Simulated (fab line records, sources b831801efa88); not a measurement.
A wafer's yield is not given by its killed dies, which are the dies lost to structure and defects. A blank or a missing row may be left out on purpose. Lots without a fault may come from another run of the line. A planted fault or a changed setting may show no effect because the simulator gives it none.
A struck lot beside a sound one ; flow gf180mcu ; 16 steps out of a route of 602
Sound: these wafers, L925.1, L925.5, L925.6. Struck: wafer L936.4 (L936.3, L936.6, from the same lot, were not struck and are left out); the cause is given at the end.
At each step with rows: each side's tool, then ch and its chambers, then its first start. Under that, the readings that differ: sound wafers ; struck wafers ; difference of the means ; sigmas: that difference in standard deviations of wafers without a fault.
alike: a reading whose means differ by less than 2 such deviations, as well as words and numbers matching on both sides. not compared: withheld readings; readings where some wafer has no value; bounds like >300 that might hide an equal value; numbers whose values overlap and for which the record gives no deviation.
The two part at a step that has a row with sigmas, a row that says differs or no value, or rows on one side only. Numbers that have no deviation but don't overlap get no sigmas and don't part them. Lack of a reading on every wafer of one side parts them only where that side has two or more wafers.

GF_M3_SPUTTER_04: material TiN, target thk 50 nm, time 41.7 s.
  sound on pvd_sputter-03, day 22 03:29; struck on pvd_sputter-01, day 25 22:28
  alike: cathode_dc_power_W, throttle_valve_pct
GF_M3_RS_MEAS_05: uses a four-point probe to measure.
  sound on film_metro-04, day 22 03:31; struck on film_metro-03, day 25 22:32
reading;sound;struck;difference;sigmas
M3_ALCU_RS (ohm/sq);0.0687 0.0690 0.0691;0.0704;+0.0015;+2
GF_M3_THK_MEAS_06: measures by xrf.
  sound on film_metro-04, day 22 03:38; struck on film_metro-03, day 25 22:38
  alike: M3_ALCU_THK
then, 7 steps without rows for these wafers: GF_M3_DEHYDRATE_07 (time 60 s); GF_M3_HMDS_08 (prime time 60 s); GF_M3_COAT_09 (resist thk 1000 nm); GF_M3_SOFTBAKE_10 (time 60 s); GF_M3_EXPOSE_11 (exposes mask Metal3, target cd 280 nm); GF_M3_PEB_12 (peb time 90 s); GF_M3_DEVELOP_13 (develop time 60 s).
GF_M3_CD_MEAS_14: target cd 280 nm.
  sound on cd_sem-02, day 23 02:23; struck on cd_sem-01, day 26 18:48
  alike: cd_nm
GF_M3_OVL_MEAS_15:
  sound on overlay-02, day 23 02:31; struck on overlay-02, day 26 18:53
  alike: M3_OVL
GF_M3_METAL_ETCH_16: etches the open film in Cl2/BCl3, stops on SiO2, target depth 750.8 nm, time 125.1 s.
  sound on rie_metal-02 ch 0,1, day 23 02:33; struck on rie_metal-03 ch 0, day 26 18:57
reading;sound;struck;difference;sigmas
bias_w (W);140.1 139.9 140.6;191.9;+51.7;+99 or more
oes_product_au (a.u.);0.992 0.994 0.990;1.004;+0.012;+2
model.KrF_of_M3_COAT_09.thk_nm (nm);687.7 689.1 690.9;651.1;-38.1;
  alike: drypump_motor_current_A, he_backside_leak_sccm, throttle_valve_pct
  not compared: rf_hours_counter_h
GF_M3_STRIP_17: strips in O2/N2.
  sound on plasma_asher-01 ch 0,1, day 23 02:41; struck on plasma_asher-04 ch 1, day 26 19:04
reading;sound;struck;difference;sigmas
oes_product_au (a.u.);0.539 0.539 0.537;0.521;-0.017;-3
strip_time_to_endpoint_s (s);7.41 7.43 7.45;7.07;-0.36;-8
  alike: drypump_motor_current_A, heater_power_w
  not compared: rf_hours_counter_h
then, 1 step without rows for these wafers: GF_M3_STRIP_18 (strips in post etch residue remover, time 1200 s).
GF_PASSIVATION_PROBE_99:
  the record holds rows for the sound wafers here (prober-02, day 30 12:11) but none for the struck ones

## WHERE THEY PART
First at GF_M3_RS_MEAS_05; last, within this record, at GF_PASSIVATION_PROBE_99.

WHY: what the simulator had put in
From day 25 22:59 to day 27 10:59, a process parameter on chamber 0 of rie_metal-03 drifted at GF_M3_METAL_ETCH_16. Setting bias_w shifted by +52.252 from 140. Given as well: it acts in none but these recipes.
